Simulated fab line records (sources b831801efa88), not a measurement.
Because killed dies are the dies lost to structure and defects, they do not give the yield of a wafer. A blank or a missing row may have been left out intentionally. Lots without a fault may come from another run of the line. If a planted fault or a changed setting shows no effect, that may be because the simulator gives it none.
fab line records	flow sky130
[record] lots = 14	wafers = 42	lastDay = 50
route steps=708 shown PWDE@84 VT_ADJUST_HVTP@95 VT_ADJUST_HVTR@133 VT_ADJUST_PCH@150 SONOS_TUNNEL@166
lots with no fault: from the same line, run without faults
startH: the number of hours between the record's first day and the start of the first shown wafer of the lot	waitH: how many hours have passed since the lot's step before this one	" the same as in the row above	L1.1+2: a row that stands for several wafers	- no value, or no start was given	* or withheld: withheld	< > ~ a bound
route shown NAME@n: NAME is a module with steps in the file, n the number in the route of the first one	usual: the fault-free wafers' mean and standard deviation	same: alike in all rows	chamber/n: place in a boat	sites: the reading at each site	_std_site: how widely they spread, as a standard deviation	_edge_site: outer sites' mean less inner sites'	radiusMm: how far each site lies from the wafer's centre	mask NAME#n: copy n	behind: the last tool/chamber to shape the wafer	hold: the reason the lot was held/the length of the hold in hours/how it ended	device: transistor that didn't switch, given as n, p or np	end of line: the route-end tests of the same wafers	a step given without rows: its recipe and nothing more	killed: the dies lost at the first sort to structure and to defects; this is not the yield of the wafer	map: per-die view of a wafer (x killed, . not killed, _ where there is no die)
set.NAME: the setting that was run; set.NAME@STEP: the one run at that earlier step	model.NAME: the simulator's own value behind a step, which no gauge read
one table for each step of the route and one row for each wafer, over a sample of lots
services: when a tool's chamber went out of use (startH, in hours from the record's first day, below 0 if earlier), for how many hours, and the reason
[[steps]]
[step SKY_NWELL_RS_MEAS_31]
[recipe] thkMeasGauge = four-point-probe
[usual] PWDE_RS = 5282/19
lot.wafer	tool	chamber	startH	waitH	PWDE_RS[ohm/sq]
L256.2	filmMetro-03	-	112.32	0.1	5283
L256.5	"	-	"	"	5276
L256.6	"	-	"	"	5274
L257.2	filmMetro-04	-	117.74	0.1	5274
L257.3	"	-	"	"	5276
L257.4	"	-	"	"	5295
L259.2	filmMetro-03	-	128.32	0.1	5248
L259.3	"	-	"	"	5255
L259.6	"	-	"	"	5273
L260.1	filmMetro-03	-	133.75	0.1	5258
L260.3	"	-	"	"	5238
L260.5	"	-	"	"	5265
L262.2	filmMetro-01	-	150.38	0.1	5271
L262.4	"	-	"	"	5288
L262.5	"	-	"	"	5279
L266.3	filmMetro-04	-	170.95	0.1	5290
L266.5	"	-	"	"	5285
L266.6	"	-	"	"	5292
L267.1	filmMetro-01	-	177.80	0.1	5288
L267.3	"	-	"	"	5289
L267.5	"	-	"	"	5268
L268.1	filmMetro-04	-	184.76	0.1	5285
L268.4	"	-	"	"	5282
L268.5	"	-	"	"	5281
L269.1	filmMetro-03	-	189.00	0.1	5283
L269.2	"	-	"	"	5285
L269.6	"	-	"	"	5288
L273.1	filmMetro-03	-	215.61	0.1	5266
L273.3	"	-	"	"	5264
L273.5	"	-	"	"	5265
L274.3	filmMetro-01	-	221.24	0.1	5298
L274.4	"	-	"	"	5316
L274.6	"	-	"	"	5291
L275.1	filmMetro-03	-	231.00	0.1	5295
L275.2	"	-	"	"	5287
L275.6	"	-	"	"	5291
L277.1	filmMetro-04	-	241.05	0.1	5297
L277.4	"	-	"	"	5271
L277.6	"	-	"	"	5307
L278.1	filmMetro-04	-	246.36	0.1	5284
L278.2	"	-	"	"	5283
L278.6	"	-	"	"	5267
[step SKY_VT_ADJUST_HVTP_STRIP_10]
[recipe] chemistry = O2/N2	powerW = 1400	pressureMtorr = 1537	platenTempC = withheld	o2FlowSccm = 3000	n2FlowSccm = 300	overashFraction = 0.5
[usual] drypumpMotorCurrentA = 5.7/0.47	n2FlowSccm = 300.1/0.78	oesProductAu = 0.719/0.0045	stripTimeToEndpointS = 14.08/0.046
lot.wafer	tool	chamber	startH	waitH	drypumpMotorCurrentA	n2FlowSccm	oesProductAu	rfHoursCounterH	stripTimeToEndpointS
L256.2	plasmaAsher-02	0	130.78	0.1	5.8	298.8	0.719	45	14.06
L256.5	"	1	"	"	4.9	299.9	0.718	-	14.00
L256.6	"	0	"	"	5.8	299.8	0.712	-	14.04
L257.2	plasmaAsher-02	1	136.81	0.1	4.9	300.8	0.722	45	14.09
L257.3	"	0	"	"	5.9	300.3	0.715	-	14.09
L257.4	"	1	"	"	4.9	300.1	0.716	-	14.09
L259.2	plasmaAsher-04	1	147.87	0.1	6.0	300.4	0.721	42	14.02
L259.3	"	1	"	"	6.0	301.4	0.722	-	14.02
L259.6	"	0	"	"	6.1	300.0	0.724	-	14.02
L260.1	plasmaAsher-01	1	153.36	0.1	5.5	300.8	0.722	4	14.10
L260.3	"	0	"	"	6.2	299.8	0.714	-	14.05
L260.5	"	0	"	"	6.2	300.8	0.718	-	14.08
L262.2	plasmaAsher-02	0	171.11	0.1	5.8	301.7	0.714	49	14.11
L262.4	"	0	"	"	5.8	300.0	0.712	-	14.15
L262.5	"	0	"	"	5.8	300.5	0.725	-	14.13
L266.3	plasmaAsher-01	1	191.31	0.1	5.5	299.7	0.712	-	14.18
L266.5	"	0	"	"	6.3	299.1	0.716	-	14.14
L266.6	"	1	"	"	5.5	300.9	0.717	-	14.12
L267.1	plasmaAsher-02	1	199.38	0.1	4.9	300.3	0.717	52	14.04
L267.3	"	1	"	"	4.9	299.4	0.715	-	14.07
L267.5	"	1	"	"	4.9	299.6	0.731	-	14.10
L268.1	plasmaAsher-04	0	206.47	0.1	6.1	301.0	0.714	46	14.06
L268.4	"	1	"	"	6.0	299.4	0.717	-	13.98
L268.5	"	1	"	"	6.0	300.2	0.729	-	14.04
L269.1	plasmaAsher-01	0	210.17	0.1	6.3	299.4	0.711	10	14.07
L269.2	"	1	"	"	5.4	299.1	0.717	10	13.99
L269.6	"	0	"	"	6.3	299.6	0.720	-	14.00
L273.1	plasmaAsher-04	0	239.36	0.1	6.1	299.0	0.720	49	14.07
L273.3	"	0	"	"	6.1	300.8	0.718	-	14.08
L273.5	"	0	"	"	6.1	300.9	0.719	-	14.05
L274.3	plasmaAsher-04	1	244.01	0.1	6.0	300.0	0.714	-	14.07
L274.4	"	0	"	"	6.1	301.5	0.721	-	14.05
L274.6	"	1	"	"	6.0	299.7	0.720	-	14.06
L275.1	plasmaAsher-01	1	254.31	0.1	5.4	299.8	0.717	14	14.06
L275.2	"	0	"	"	6.3	300.3	0.720	14	14.12
L275.6	"	1	"	"	5.4	301.1	0.721	-	14.15
L277.1	plasmaAsher-02	0	264.87	0.1	5.8	300.2	0.722	59	14.12
L277.4	"	1	"	"	4.9	299.4	0.725	-	14.10
L277.6	"	1	"	"	4.9	300.3	0.714	-	14.11
L278.1	plasmaAsher-04	1	270.21	0.1	6.1	299.4	0.714	52	14.02
L278.2	"	0	"	"	6.1	300.1	0.716	52	14.08
L278.6	"	0	"	"	6.1	298.8	0.717	-	14.05
[step SKY_VT_ADJUST_HVTR_COAT_02]
[recipe] resist = NOVOLAK	spinRpm = 3000	resistThkNm = 1140
[usual] chillPlateTempC = 22.98/0.093	dispensePressureKPa = 52.7/1.9	resistLineTempC = 22.98/0.11	spinSpeedRpm = 3000.3/1.8
lot.wafer	tool	chamber	startH	waitH	chillPlateTempC	dispensePressureKPa	resistLineTempC	spinSpeedRpm
L256.2	lithoTrack-03	0	201.29	0.1	23.09	53.8	22.92	3000.7
L256.5	"	0	"	"	23.04	53.9	23.03	2998.6
L256.6	"	0	"	"	22.93	53.8	22.96	3000.0
L257.2	lithoTrack-03	0	208.24	0.1	22.84	53.8	23.11	3002.1
L257.3	"	0	"	"	22.83	53.8	23.16	3000.6
L257.4	"	0	"	"	22.81	53.9	23.07	3002.2
L259.2	lithoTrack-03	0	221.09	0.1	22.93	53.9	22.89	3001.3
L259.3	"	0	"	"	22.96	53.9	22.80	3004.1
L259.6	"	0	"	"	23.02	53.9	22.97	3000.2
L260.1	lithoTrack-01	0	228.36	0.1	22.99	50.2	23.15	3002.4
L260.3	"	0	"	"	22.88	50.2	23.27	3001.0
L260.5	"	0	"	"	23.04	50.2	23.26	3002.4
L262.2	lithoTrack-03	0	246.74	0.1	23.08	53.8	23.01	3000.7
L262.4	"	0	"	"	23.00	53.9	23.09	3002.4
L262.5	"	0	"	"	23.06	53.8	23.09	2999.9
L266.3	lithoTrack-02	0	269.96	0.1	23.08	54.6	22.98	3004.6
L266.5	"	0	"	"	22.97	54.6	22.86	3001.1
L266.6	"	0	"	"	23.11	54.6	22.96	3000.5
L267.1	lithoTrack-02	0	280.06	0.1	23.08	54.6	23.07	2999.7
L267.3	"	0	"	"	23.09	54.6	22.92	2996.2
L267.5	"	0	"	"	22.97	54.5	22.90	2996.6
L268.1	lithoTrack-03	0	288.57	0.1	22.97	53.9	22.87	2999.4
L268.4	"	0	"	"	22.80	53.9	23.06	3003.4
L268.5	"	0	"	"	23.00	53.9	22.98	3001.6
L269.1	lithoTrack-02	0	294.01	0.1	22.99	54.6	22.93	2999.5
L269.2	"	0	"	"	22.89	54.6	22.90	2999.7
L269.6	"	0	"	"	22.80	54.6	23.06	3003.6
L273.1	lithoTrack-02	0	326.16	0.1	23.06	54.6	22.75	3000.0
L273.3	"	0	"	"	22.86	54.6	22.91	3000.6
L273.5	"	0	"	"	22.84	54.6	22.86	3003.2
L274.3	lithoTrack-01	-	329.46	0.1	-	-	-	-
L274.4	"	-	"	"	-	-	-	-
L274.6	"	-	"	"	-	-	-	-
L275.1	lithoTrack-03	-	342.77	0.1	-	-	-	-
L275.2	"	-	"	"	-	-	-	-
L275.6	"	-	"	"	-	-	-	-
L277.1	lithoTrack-03	0	355.62	0.1	23.02	53.9	22.81	2997.3
L277.4	"	0	"	"	22.95	53.8	22.91	2999.5
L277.6	"	0	"	"	23.08	53.9	23.09	3001.3
L278.1	lithoTrack-03	0	361.37	0.1	23.04	53.9	22.84	3001.5
L278.2	"	0	"	"	23.02	53.9	22.97	3001.1
L278.6	"	0	"	"	22.93	53.8	22.90	3001.6
[step SKY_VT_ADJUST_HVTR_CD_MEAS_07]
[recipe] targetCdNm = 380
[usual] cdNm = 379.1/2.9
lot.wafer	tool	chamber	startH	waitH	cdNm
L256.2	cdSem-01	-	211.53	0.1	377.3
L256.5	"	-	"	"	377.3
L256.6	"	-	"	"	378.5
L257.2	cdSem-01	-	220.18	0.1	381.4
L257.3	"	-	"	"	380.4
L257.4	"	-	"	"	381.4
L259.2	cdSem-01	-	232.24	0.1	377.1
L259.3	"	-	"	"	375.1
L259.6	"	-	"	"	377.7
L260.1	cdSem-01	-	239.97	0.1	376.9
L260.3	"	-	"	"	376.3
L260.5	"	-	"	"	371.9
L262.2	cdSem-01	-	258.63	0.1	383.2
L262.4	"	-	"	"	384.0
L262.5	"	-	"	"	381.7
L266.3	cdSem-02	-	282.25	0.1	384.4
L266.5	"	-	"	"	382.7
L266.6	"	-	"	"	379.1
L267.1	cdSem-01	-	292.97	0.1	379.9
L267.3	"	-	"	"	381.2
L267.5	"	-	"	"	381.3
L268.1	cdSem-01	-	301.27	0.1	382.4
L268.4	"	-	"	"	382.3
L268.5	"	-	"	"	382.7
L269.1	cdSem-02	-	306.56	0.1	379.9
L269.2	"	-	"	"	375.5
L269.6	"	-	"	"	377.0
L273.1	cdSem-01	-	340.36	0.1	379.2
L273.3	"	-	"	"	376.1
L273.5	"	-	"	"	376.4
L274.3	cdSem-01	-	343.41	0.1	-
L274.4	"	-	"	"	-
L274.6	"	-	"	"	-
L275.1	cdSem-01	-	356.22	0.1	-
L275.2	"	-	"	"	-
L275.6	"	-	"	"	-
L277.1	cdSem-01	-	369.71	0.1	375.2
L277.4	"	-	"	"	374.1
L277.6	"	-	"	"	376.0
L278.1	cdSem-01	-	375.31	0.1	383.6
L278.2	"	-	"	"	380.7
L278.6	"	-	"	"	382.3
[step SKY_VT_ADJUST_PCH_OVL_MEAS_07]
[usual] VT_ADJUST_PCH_OVL = 0.4/1.4
lot.wafer	tool	chamber	startH	waitH	VT_ADJUST_PCH_OVL[nm]
L256.2	overlay-02	-	234.46	-	0.7
L256.5	"	-	"	"	-0.2
L256.6	"	-	"	"	0.5
L257.2	overlay-02	-	243.21	-	2.1
L257.3	"	-	"	"	2.4
L257.4	"	-	"	"	2.3
L259.2	overlay-02	-	255.72	-	-2.1
L259.3	"	-	"	"	-1.8
L259.6	"	-	"	"	-1.8
L260.1	overlay-01	-	264.01	-	-1.9
L260.3	"	-	"	"	-2.7
L260.5	"	-	"	"	-1.7
L262.2	overlay-02	-	283.42	-	1.9
L262.4	"	-	"	"	1.3
L262.5	"	-	"	"	2.6
L266.3	overlay-01	-	308.01	-	-0.6
L266.5	"	-	"	"	-1.9
L266.6	"	-	"	"	-0.8
L267.1	overlay-02	-	318.71	-	1.7
L267.3	"	-	"	"	1.2
L267.5	"	-	"	"	0.0
L268.1	overlay-01	-	327.80	-	1.9
L268.4	"	-	"	"	0.5
L268.5	"	-	"	"	-0.2
L269.1	overlay-02	-	333.26	-	0.3
L269.2	"	-	"	"	1.1
L269.6	"	-	"	"	0.1
L273.1	overlay-02	-	368.60	-	0.0
L273.3	"	-	"	"	0.4
L273.5	"	-	"	"	-1.3
L274.3	overlay-02	-	372.06	-	0.9
L274.4	"	-	"	"	-0.3
L274.6	"	-	"	"	0.6
L275.1	overlay-01	-	385.50	-	-1.9
L275.2	"	-	"	"	-1.2
L275.6	"	-	"	"	-0.7
L277.1	overlay-01	-	399.22	-	0.3
L277.4	"	-	"	"	0.1
L277.6	"	-	"	"	0.7
L278.1	overlay-01	-	405.26	-	1.0
L278.2	"	-	"	"	1.6
L278.6	"	-	"	"	0.1
[step SKY_VT_ADJUST_PCH_TW_MEAS_10]
[usual] VT_ADJUST_PCH_TW = 142.2/0.99
lot.wafer	tool	chamber	startH	waitH	VT_ADJUST_PCH_TW
L256.2	filmMetro-01	-	234.75	0.1	141.9
L256.5	"	-	"	"	141.7
L256.6	"	-	"	"	141.2
L257.2	filmMetro-02	-	243.50	0.1	142.4
L257.3	"	-	"	"	142.1
L257.4	"	-	"	"	142.7
L259.2	filmMetro-03	-	256.01	0.1	143.1
L259.3	"	-	"	"	142.3
L259.6	"	-	"	"	142.2
L260.1	filmMetro-01	-	264.30	0.1	141.6
L260.3	"	-	"	"	140.7
L260.5	"	-	"	"	141.0
L262.2	filmMetro-03	-	283.71	0.1	142.5
L262.4	"	-	"	"	143.3
L262.5	"	-	"	"	142.5
L266.3	filmMetro-02	-	308.31	0.1	141.1
L266.5	"	-	"	"	141.6
L266.6	"	-	"	"	141.8
L267.1	filmMetro-03	-	319.00	0.1	143.3
L267.3	"	-	"	"	142.4
L267.5	"	-	"	"	142.3
L268.1	filmMetro-01	-	328.09	0.1	141.1
L268.4	"	-	"	"	141.7
L268.5	"	-	"	"	140.6
L269.1	filmMetro-03	-	333.55	0.1	142.2
L269.2	"	-	"	"	142.6
L269.6	"	-	"	"	142.2
L273.1	filmMetro-01	-	368.89	0.1	144.0
L273.3	"	-	"	"	143.6
L273.5	"	-	"	"	144.6
L274.3	filmMetro-02	-	372.36	0.1	223.5
L274.4	"	-	"	"	223.0
L274.6	"	-	"	"	223.9
L275.1	filmMetro-02	-	385.79	0.1	222.4
L275.2	"	-	"	"	223.5
L275.6	"	-	"	"	222.1
L277.1	filmMetro-01	-	399.50	0.1	143.6
L277.4	"	-	"	"	144.8
L277.6	"	-	"	"	145.1
L278.1	filmMetro-03	-	405.55	0.1	142.0
L278.2	"	-	"	"	141.9
L278.6	"	-	"	"	141.2
[step SKY_SONOS_TUNNEL_TW_MEAS_12]
[usual] SONOS_TUNNEL_TW = 197.2/1.7
lot.wafer	tool	chamber	startH	waitH	SONOS_TUNNEL_TW
L256.2	filmMetro-02	-	259.13	0.0	197.4
L256.5	"	-	"	"	197.0
L256.6	"	-	"	"	198.0
L257.2	filmMetro-01	-	266.74	0.0	196.9
L257.3	"	-	"	"	196.4
L257.4	"	-	"	"	195.9
L259.2	filmMetro-02	-	279.77	0.0	195.4
L259.3	"	-	"	"	196.2
L259.6	"	-	"	"	195.3
L260.1	filmMetro-02	-	288.78	0.0	195.3
L260.3	"	-	"	"	195.4
L260.5	"	-	"	"	195.6
L262.2	filmMetro-04	-	309.55	0.0	197.6
L262.4	"	-	"	"	199.0
L262.5	"	-	"	"	199.6
L266.3	filmMetro-02	-	335.47	0.0	196.0
L266.5	"	-	"	"	196.0
L266.6	"	-	"	"	194.8
L267.1	filmMetro-01	-	346.57	0.0	195.7
L267.3	"	-	"	"	195.4
L267.5	"	-	"	"	194.8
L268.1	filmMetro-01	-	355.27	0.0	194.8
L268.4	"	-	"	"	195.7
L268.5	"	-	"	"	196.6
L269.1	filmMetro-01	-	361.57	0.0	198.4
L269.2	"	-	"	"	199.8
L269.6	"	-	"	"	199.5
L273.1	filmMetro-02	-	398.83	0.0	195.9
L273.3	"	-	"	"	196.2
L273.5	"	-	"	"	197.1
L274.3	filmMetro-01	-	402.20	0.0	249.8
L274.4	"	-	"	"	251.7
L274.6	"	-	"	"	251.0
L275.1	filmMetro-02	-	415.75	0.0	247.4
L275.2	"	-	"	"	249.8
L275.6	"	-	"	"	248.7
L277.1	filmMetro-01	-	430.39	0.0	201.0
L277.4	"	-	"	"	199.7
L277.6	"	-	"	"	200.1
L278.1	filmMetro-02	-	436.40	0.0	196.3
L278.2	"	-	"	"	196.0
L278.6	"	-	"	"	195.2
[[services]]
tool	chamber	startH	hours	kind
plasmaAsher-01	-	108.75	9.0	pm
plasmaAsher-01	0	108.75	9.0	ventCycle
plasmaAsher-01	1	108.75	9.0	ventCycle
plasmaAsher-01	0	117.75	-	clean
plasmaAsher-01	1	117.75	-	clean
plasmaAsher-04	-	162.61	2.8	pm
plasmaAsher-04	-	184.66	18.0	repair
[[key]]
[firstSign] step = SKY_VT_ADJUST_HVTR_COAT_02	reading = toolRecord	direction = missing
[effect] step = SKY_VT_ADJUST_HVTR_CD_MEAS_07	reading = cdNm	direction = missing
[effect] step = SKY_VT_ADJUST_PCH_TW_MEAS_10	reading = VT_ADJUST_PCH_TW	direction = up	sigmas = 81	usual = 142.2	struck = 223.1
[effect] step = SKY_SONOS_TUNNEL_TW_MEAS_12	reading = SONOS_TUNNEL_TW	direction = up	sigmas = 30	usual = 197.2	struck = 249.7
metAt SKY_VT_ADJUST_HVTR_COAT_02
struckLots L274,L275
sortLeftOut L274.3,L274.4,L274.6,L275.1,L275.2,L275.6
testerLeftOut L274,L275
notActingAt SKY_NWELL_RS_MEAS_31,SKY_VT_ADJUST_HVTP_STRIP_10,SKY_VT_ADJUST_PCH_OVL_MEAS_07
onsetBetween 288.57 329.46
[fault] kind = skippedStepWhole	tool = lithoTrack-01,lithoTrack-03	chamber = -	onsetH = 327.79	steps = SKY_VT_ADJUST_HVTR_COAT_02	scope = struckLotsOnly
// testerLeftOut: of these lots the tester's yield and bins aren't shown, on N5 and GAA mostly nor the transistor test; their killed dies are dies lost to structure and defects alone, not to doping, threshold or leakage, so they don't give the yield
// sortLeftOut: the simulated sort isn't trusted on such a fault, so these wafers' sort isn't shown, and their yield isn't known
